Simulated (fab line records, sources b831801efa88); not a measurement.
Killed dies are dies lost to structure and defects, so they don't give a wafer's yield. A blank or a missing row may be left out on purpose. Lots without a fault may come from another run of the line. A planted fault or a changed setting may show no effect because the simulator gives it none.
Which tool did it? | flow sfq_line | 15 lots, 45 wafers sampled, at 1 step of a route of 325

WHAT THE GAUGES READ, wafer by wafer
The record holds no reading of a measuring or inspecting step that can be judged against a usual standard deviation.

WHICH TOOL RAN EACH LOT (tool, then ch and the chambers of the sampled wafers, then the start)
lot  | SFQ_TRILAYER_M0_LITHO_COAT_021
L421 | litho_track-03 ch 0, day 5 07:26
L425 | litho_track-01 ch 0, day 6 07:26
L426 | litho_track-01 ch 0, day 6 13:22
L427 | litho_track-01 ch 0, day 7 01:42
L428 | litho_track-01 ch 0, day 7 08:33
L429 | litho_track-02 ch 0, day 7 13:12
L430 | litho_track-01 ch 0, day 7 21:36
L437 | litho_track-02 ch 0, day 9 08:30
L438 | litho_track-02 ch 0, day 9 16:54
L439 | litho_track-03 ch 0, day 9 22:48
L440 | litho_track-01 ch 0, day 10 08:27
L441 | litho_track-03 ch 0, day 10 14:18
L442 | litho_track-03 ch 0, day 10 16:39
L443 | litho_track-01 ch 0, day 11 02:12
L444 | litho_track-01 ch 0, day 11 05:03
- SFQ_TRILAYER_M0_LITHO_COAT_021: resist thk 600 nm.

WHAT THE TOOLS THEMSELVES READ (means of the sampled wafers that have a number; where no wafer has one, the mark that the record gives instead)
SFQ_TRILAYER_M0_LITHO_COAT_021. Usual: spin_speed_rpm 2999.7 rpm, standard deviation 1.8.
lot  | tool           | spin_speed_rpm (rpm) | flag
L421 | litho_track-03 | 2999.0               |
L425 | litho_track-01 | 2998.6               |
L426 | litho_track-01 | 2999.2               |
L427 | litho_track-01 | 2781.8               | OFF
L428 | litho_track-01 | 2782.7               | OFF
L429 | litho_track-02 | 3001.2               |
L430 | litho_track-01 | 2779.5               | OFF
L437 | litho_track-02 | 2996.6               |
L438 | litho_track-02 | 3002.0               |
L439 | litho_track-03 | 2999.1               |
L440 | litho_track-01 | 3000.8               |
L441 | litho_track-03 | 3002.1               |
L442 | litho_track-03 | 2999.6               |
L443 | litho_track-01 | 3000.4               |
L444 | litho_track-01 | 3000.9               |

THE ANSWER, worked out from the rows above alone
Rule: a lot is off if the mean of its wafers that have a number lies more than 3 standard deviations from the usual mean. A lot without any number at a reading at which 4 lots or more have one is off too. The other lots that the step has rows for count as sound. The gauges are gone through in route order, then the tools' own readings, and for those a lot's mean is taken as printed above. The first step at which some lot is off is used, and at that step the reading that is off furthest; a lot without a number counts as furthest.
Off: L427, L428, L430, at SFQ_TRILAYER_M0_LITHO_COAT_021 (spin_speed_rpm).
A tool fits if, at that step or a process step before it, it ran every lot that is off, and no sound lot after the first of them. None of those tried fits.

WHAT THE SIMULATOR HAD PUT IN
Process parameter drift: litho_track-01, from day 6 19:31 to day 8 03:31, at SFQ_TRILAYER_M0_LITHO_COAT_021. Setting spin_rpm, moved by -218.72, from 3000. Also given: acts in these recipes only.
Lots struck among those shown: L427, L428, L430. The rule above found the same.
